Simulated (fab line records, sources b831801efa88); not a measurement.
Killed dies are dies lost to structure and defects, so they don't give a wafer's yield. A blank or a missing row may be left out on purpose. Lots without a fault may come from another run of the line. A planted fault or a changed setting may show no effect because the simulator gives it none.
Which tool did it? | flow gf180mcu | 11 lots, 33 wafers sampled, at 6 steps of a route of 602

WHAT THE GAUGES READ, wafer by wafer
GF_MIM_RS_MEAS_10: measures by four-point-probe. Usual: MIM_ALCU_RS 0.1601 ohm/sq, standard deviation 0.0016.
lot  | measured     | on            | MIM_ALCU_RS (ohm/sq) | flag
L512 | day 25 17:49 | film_metro-02 | 0.1566 0.1588 0.1583 |
L513 | day 25 22:32 | film_metro-02 | 0.1571 0.1613 0.1581 |
L515 | day 26 20:20 | film_metro-02 | 0.1602 0.1582 0.1630 |
L516 | day 27 01:59 | film_metro-02 | 0.1608 0.1605 0.1627 |
L517 | day 27 07:22 | film_metro-03 | 0.1610 0.1608 0.1596 |
L518 | day 27 15:57 | film_metro-03 | 0.1590 0.1614 0.1595 |
L519 | day 28 01:19 | film_metro-02 | 0.1617 0.1571 0.1593 |
L521 | day 28 06:41 | film_metro-02 | 0.1570 0.1525 0.1539 | OFF
L526 | day 29 20:40 | film_metro-03 | 0.1539 0.1549 0.1545 | OFF
L530 | day 30 21:20 | film_metro-02 | 0.1602 0.1608 0.1596 |
L531 | day 31 07:10 | film_metro-03 | 0.1585 0.1580 0.1565 |

GF_MIM_THK_MEAS_11: measures by xrf. Usual: MIM_ALCU_THK 196.6 nm, standard deviation 2.1.
lot  | measured     | on            | MIM_ALCU_THK (nm) | flag
L512 | day 25 17:55 | film_metro-02 | 199.3 197.6 197.1 |
L513 | day 25 22:40 | film_metro-02 | 199.3 194.2 197.0 |
L515 | day 26 20:26 | film_metro-02 | 196.2 198.9 192.9 |
L516 | day 27 02:06 | film_metro-02 | 194.8 195.6 192.5 |
L517 | day 27 07:28 | film_metro-03 | 195.3 196.9 197.3 |
L518 | day 27 16:04 | film_metro-03 | 198.7 195.6 199.1 |
L519 | day 28 01:25 | film_metro-02 | 193.6 198.7 195.9 |
L521 | day 28 06:47 | film_metro-02 | 198.8 204.0 203.0 |
L526 | day 29 20:47 | film_metro-03 | 206.8 204.6 205.7 | OFF
L530 | day 30 21:28 | film_metro-02 | 195.4 194.7 195.5 |
L531 | day 31 07:17 | film_metro-03 | 200.3 201.6 203.6 |

GF_M5_OVL_MEAS_08. Usual: M5_OVL -2 nm, standard deviation 5.2.
lot  | measured     | on         | M5_OVL (nm) | flag
L512 | day 27 12:35 | overlay-02 | 3 1 -2      |
L513 | day 27 16:05 | overlay-02 | -2 -3 -2    |
L515 | day 28 11:52 | overlay-02 | -3 -2 4     |
L516 | day 28 18:07 | overlay-02 | -7 -3 -7    |
L517 | day 28 23:03 | overlay-02 | -6 -2 -2    |
L518 | day 29 06:32 | overlay-02 | 0 3 -5      |
L519 | day 29 15:13 | overlay-01 | -7 -2 -2    |
L521 | day 29 20:52 | overlay-02 | -1 0 3      |
L526 | day 31 09:10 | overlay-01 | 4 3 1       |
L530 | day 32 08:34 | overlay-01 | -2 2 0      |
L531 | day 32 16:58 | overlay-01 | -6 -15 -14  |

WHICH TOOL RAN EACH LOT (tool, then ch and the chambers of the sampled wafers, then the start)
lot  | GF_M4_SPUTTER_03             | GF_MIM_SPUTTER_08            | GF_MIM_STRIP_20
L512 | pvd_sputter-02, day 23 19:20 | pvd_sputter-02, day 25 17:44 | plasma_asher-04 ch 0,1, day 26 14:58
L513 | pvd_sputter-04, day 24 00:39 | pvd_sputter-03, day 25 22:29 | plasma_asher-04 ch 0,1, day 26 19:50
L515 | pvd_sputter-02, day 24 22:29 | pvd_sputter-03, day 26 20:14 | plasma_asher-02 ch 0,1, day 27 16:00
L516 | pvd_sputter-01, day 25 04:01 | pvd_sputter-03, day 27 01:55 | plasma_asher-01 ch 0,1, day 27 22:01
L517 | pvd_sputter-04, day 25 10:54 | pvd_sputter-01, day 27 07:17 | plasma_asher-04 ch 0,1, day 28 03:31
L518 | pvd_sputter-02, day 25 19:52 | pvd_sputter-03, day 27 15:53 | plasma_asher-01 ch 0,1, day 28 11:05
L519 | pvd_sputter-01, day 26 05:08 | pvd_sputter-03, day 28 01:14 | plasma_asher-01 ch 0,1, day 28 20:08
L521 | pvd_sputter-02, day 26 11:17 | pvd_sputter-03, day 28 06:35 | plasma_asher-01 ch 0,1, day 29 01:14
L526 | pvd_sputter-04, day 28 03:00 | pvd_sputter-03, day 29 20:37 | plasma_asher-01 ch 0, day 30 15:05
L530 | pvd_sputter-02, day 29 05:01 | pvd_sputter-01, day 30 21:17 | plasma_asher-02 ch 0,1, day 31 14:47
L531 | pvd_sputter-04, day 29 15:07 | pvd_sputter-01, day 31 07:06 | plasma_asher-02 ch 0,1, day 32 00:22
- GF_M4_SPUTTER_03: material Ti, target thk 10 nm, time 6.7 s.
- GF_MIM_SPUTTER_08: material AlCu, target thk 200 nm, time 10.6 s.
- GF_MIM_STRIP_20: strips in O2/N2.

WHAT THE TOOLS THEMSELVES READ (means of the sampled wafers that have a number; where no wafer has one, the mark that the record gives instead)
GF_M4_SPUTTER_03. Usual: cathode_dc_power_W 3000.0 W, standard deviation 0.52; throttle_valve_pct 29.7 %, standard deviation 1.
lot  | tool           | cathode_dc_power_W (W) | throttle_valve_pct (%) | flag
L512 | pvd_sputter-02 | 3000.1                 | 29.8                   |
L513 | pvd_sputter-04 | 3000.1                 | 30.0                   |
L515 | pvd_sputter-02 | 2999.9                 | 29.5                   |
L516 | pvd_sputter-01 | 3000.0                 | 29.6                   |
L517 | pvd_sputter-04 | 3000.6                 | 29.2                   |
L518 | pvd_sputter-02 | 3000.2                 | 30.0                   |
L519 | pvd_sputter-01 | 2999.8                 | 29.8                   |
L521 | pvd_sputter-02 | 2999.6                 | 29.0                   |
L526 | pvd_sputter-04 | 3000.1                 | 29.6                   |
L530 | pvd_sputter-02 | 3000.2                 | 29.0                   |
L531 | pvd_sputter-04 | 2999.9                 | 29.4                   |

GF_MIM_SPUTTER_08. Usual: cathode_dc_power_W 10600 W, standard deviation 2; throttle_valve_pct 29.5 %, standard deviation 0.63.
lot  | tool           | cathode_dc_power_W (W) | throttle_valve_pct (%) | flag
L512 | pvd_sputter-02 | 10599                  | 29.4                   |
L513 | pvd_sputter-03 | 10600                  | 29.2                   |
L515 | pvd_sputter-03 | 10600                  | 29.2                   |
L516 | pvd_sputter-03 | 10599                  | 29.2                   |
L517 | pvd_sputter-01 | 10599                  | 29.9                   |
L518 | pvd_sputter-03 | 10602                  | 29.1                   |
L519 | pvd_sputter-03 | 10601                  | 29.0                   |
L521 | pvd_sputter-03 | 10969                  | 29.2                   | OFF
L526 | pvd_sputter-03 | 10971                  | 29.1                   | OFF
L530 | pvd_sputter-01 | 10601                  | 29.6                   |
L531 | pvd_sputter-01 | 10599                  | 29.8                   |

GF_MIM_STRIP_20. Usual: drypump_motor_current_A 6.0 A, standard deviation 0.54; heater_power_w 363 W, standard deviation 48; oes_product_au 0.692 a.u., standard deviation 0.005; platen_temp_c 250.02 C, standard deviation 0.19; strip_time_to_endpoint_s 11.21 s, standard deviation 0.042.
lot  | tool            | drypump_motor_current_A (A) | heater_power_w (W) | oes_product_au (a.u.) | platen_temp_c (C) | strip_time_to_endpoint_s (s) | flag
L512 | plasma_asher-04 | 5.1                         | 348                | 0.688                 | 250.23            | 11.15                        |
L513 | plasma_asher-04 | 5.1                         | 389                | 0.690                 | 250.14            | 11.16                        |
L515 | plasma_asher-02 | 5.8                         | 354                | 0.688                 | 250.27            | 11.19                        |
L516 | plasma_asher-01 | 6.2                         | 350                | 0.691                 | 249.98            | 11.19                        |
L517 | plasma_asher-04 | 5.1                         | 387                | 0.692                 | 249.97            | 11.19                        |
L518 | plasma_asher-01 | 6.2                         | 347                | 0.695                 | 250.06            | 11.22                        |
L519 | plasma_asher-01 | 6.4                         | 383                | 0.691                 | 249.91            | 11.21                        |
L521 | plasma_asher-01 | 6.4                         | 386                | 0.688                 | 249.90            | 11.20                        |
L526 | plasma_asher-01 | 6.7                         | 414                | 0.694                 | 250.09            | 11.20                        |
L530 | plasma_asher-02 | 5.8                         | 344                | 0.690                 | 249.99            | 11.18                        |
L531 | plasma_asher-02 | 5.8                         | 342                | 0.695                 | 249.92            | 11.23                        |

THE ANSWER, worked out from the rows above alone
Rule: a lot is off if the mean of its wafers that have a number lies more than 3 standard deviations from the usual mean. A lot without any number at a reading at which 4 lots or more have one is off too. The other lots that the step has rows for count as sound. The gauges are gone through in route order, then the tools' own readings, and for those a lot's mean is taken as printed above. The first step at which some lot is off is used, and at that step the reading that is off furthest; a lot without a number counts as furthest.
Off: L521, L526, at GF_MIM_RS_MEAS_10 (MIM_ALCU_RS).
A tool fits if, at a process step before that reading, it ran every lot that is off, and no sound lot after the first of them. The gauges at GF_MIM_RS_MEAS_10 aren't tried: what is off there is off at GF_MIM_SPUTTER_08 too, on other tools, and a gauge's error can't cause that. One fits: pvd_sputter-03 at GF_MIM_SPUTTER_08. Its last sound lot is L519 (day 28 01:14), its first lot that is off L521 (day 28 06:35): a fault that began between those two fits.
The tool's own readings at GF_MIM_SPUTTER_08 bear it out: on the lots that are off they differ by more than 5 times the standard deviation of the sound lots' means. cathode_dc_power_W reads 10970 W there against 10600 W on the sound lots.

WHAT THE SIMULATOR HAD PUT IN
Process parameter drift: pvd_sputter-03, from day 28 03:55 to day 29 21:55, at GF_MIM_SPUTTER_08. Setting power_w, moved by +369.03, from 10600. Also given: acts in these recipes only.
Lots struck among those shown: L521, L526. The rule above found the same.
